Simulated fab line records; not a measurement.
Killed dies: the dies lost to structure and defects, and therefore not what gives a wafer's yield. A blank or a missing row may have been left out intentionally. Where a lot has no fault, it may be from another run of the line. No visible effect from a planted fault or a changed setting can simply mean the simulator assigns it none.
Comparing a struck lot with a sound one :: flow sky130 :: 31 steps out of a route of 708
Sound: wafers L154.1, L154.5, L154.6. The struck wafers were L159.1, L159.4, L159.5. Last of all comes the cause.
Order at every step that has rows: each side's tool, ch and its chambers, its first start. Under that, the readings that differ: sound wafers :: struck wafers :: difference of the means :: sigmas: that difference in standard deviations of wafers without a fault.
alike: readings with means less than 2 such deviations apart, plus words and numbers identical on both sides. not compared: withheld readings, readings lacking a value on some wafer, bounds such as >300 that could conceal the same value, and numbers that have no deviation in the record and whose values overlap.
Wherever a step has rows on one side only, a row that says differs or no value, or a row with sigmas, the two part there. Numbers that have no deviation but don't overlap get no sigmas and don't part them. A reading that every wafer of one side lacks parts them only if that side has two wafers or more.

SKY_PWDE_OVL_MEAS_07:
  sound on overlay-01, day 7 07:23; struck on overlay-01, day 8 11:44
  alike: PWDE_OVL
next, for these wafers, 1 step has no rows: SKY_PWDE_IMPLANT_08.
SKY_PWDE_STRIP_09: strips in O2/N2.
  sound on plasma_asher-02 ch 0,1, day 7 07:35; struck on plasma_asher-03 ch 0,1, day 8 11:56
  alike: chamber_pressure_mTorr, drypump_motor_current_A, oes_product_au, strip_time_to_endpoint_s
  not compared: rf_hours_counter_h
SKY_PWDE_TW_MEAS_10:
  sound on film_metro-01, day 7 07:41; struck on film_metro-03, day 8 12:02
  alike: PWDE_TW
then, 7 steps without rows for these wafers: SKY_NWELL_DEHYDRATE_03 (time 60 s); SKY_NWELL_HMDS_04 (prime time 60 s); SKY_NWELL_COAT_05 (resist thk 3000 nm); SKY_NWELL_SOFTBAKE_06; SKY_NWELL_EXPOSE_07 (exposes mask NWM, target cd 840 nm); SKY_NWELL_PEB_08; SKY_NWELL_DEVELOP_09 (develop time 61.01 s).
SKY_NWELL_OVL_MEAS_10:
  sound on overlay-02, day 8 03:48; struck on overlay-02, day 9 09:08
  alike: NWELL_00_OVL
SKY_NWELL_IMPLANT_11:
  sound on implanter-04 ch 0, day 8 03:50; struck on implanter-02 ch 0, day 9 09:11
  alike: beam_energy_keV
then, 2 steps without rows for these wafers: SKY_NWELL_IMPLANT_12; SKY_NWELL_IMPLANT_13.
SKY_NWELL_STRIP_14: strips in O2/N2.
  sound on plasma_asher-01 ch 0,1, day 8 04:17; struck on plasma_asher-04 ch 0,1, day 9 09:38
reading: drypump_motor_current_A (A)
sound: 5.15 5.12 5.09
struck: 5.73 5.74 5.57
difference: +0.56
sigmas: +2
  alike: chamber_pressure_mTorr, oes_product_au, strip_time_to_endpoint_s
  not compared: rf_hours_counter_h
SKY_NWELL_TW_MEAS_15:
  sound on film_metro-01, day 8 04:23; struck on film_metro-04, day 9 09:58
reading: NWELL_TW
sound: 1846 1853 1850
struck: 1725 1721 1716
difference: -129
sigmas: -9
  not compared: hold
then, 6 steps without rows for these wafers: SKY_NWELL_HMDS_17 (prime time 60 s); SKY_NWELL_COAT_18 (resist thk 3000 nm); SKY_NWELL_SOFTBAKE_19; SKY_NWELL_EXPOSE_20 (exposes mask NWM COMPLEMENT, target cd 840 nm); SKY_NWELL_PEB_21; SKY_NWELL_DEVELOP_22 (develop time 60 s).
SKY_NWELL_OVL_MEAS_23:
  sound on overlay-02, day 9 01:37; struck on overlay-01, day 10 07:36
  alike: NWELL_01_OVL
next, for these wafers, 1 step has no rows: SKY_NWELL_IMPLANT_24.
SKY_NWELL_STRIP_25: strips in O2/N2.
  sound on plasma_asher-01 ch 0,1, day 9 01:48; struck on plasma_asher-03 ch 0,1, day 10 07:47
  alike: chamber_pressure_mTorr, drypump_motor_current_A, oes_product_au, strip_time_to_endpoint_s
  not compared: rf_hours_counter_h
SKY_NWELL_TW_MEAS_26:
  sound on film_metro-04, day 9 01:54; struck on film_metro-04, day 10 07:53
  alike: NWELL_2_TW
then, 1 step without rows for these wafers: SKY_NWELL_CLEAN_27 (cleans in SC1/SC2, time 155.1 s).
SKY_NWELL_RTA_28: time 30 s.
  sound on rtp_anneal-02 ch 0, day 9 02:01; struck on rtp_anneal-02 ch 0, day 10 08:00
  alike: anneal_temp_c_max, lamp_power_pct, ramp_up_c_per_s, wafer_temp_C_max
SKY_NWELL_RS_MEAS_29: measures by four-point-probe.
  sound on film_metro-01, day 9 02:07; struck on film_metro-01, day 10 08:28
reading: NWELL_RS (ohm/sq)
sound: 624.1 622.0 624.0
struck: 705.2 705.8 708.6
difference: +83.2
sigmas: +64
  not compared: hold
next, for these wafers, 1 step has no rows: SKY_PAD_OPEN_PROBE_99.

== WHERE THEY PART ==
Last at SKY_NWELL_RS_MEAS_29 as far as this record goes, first at SKY_NWELL_STRIP_14.

WHY: what had been put in by the simulator
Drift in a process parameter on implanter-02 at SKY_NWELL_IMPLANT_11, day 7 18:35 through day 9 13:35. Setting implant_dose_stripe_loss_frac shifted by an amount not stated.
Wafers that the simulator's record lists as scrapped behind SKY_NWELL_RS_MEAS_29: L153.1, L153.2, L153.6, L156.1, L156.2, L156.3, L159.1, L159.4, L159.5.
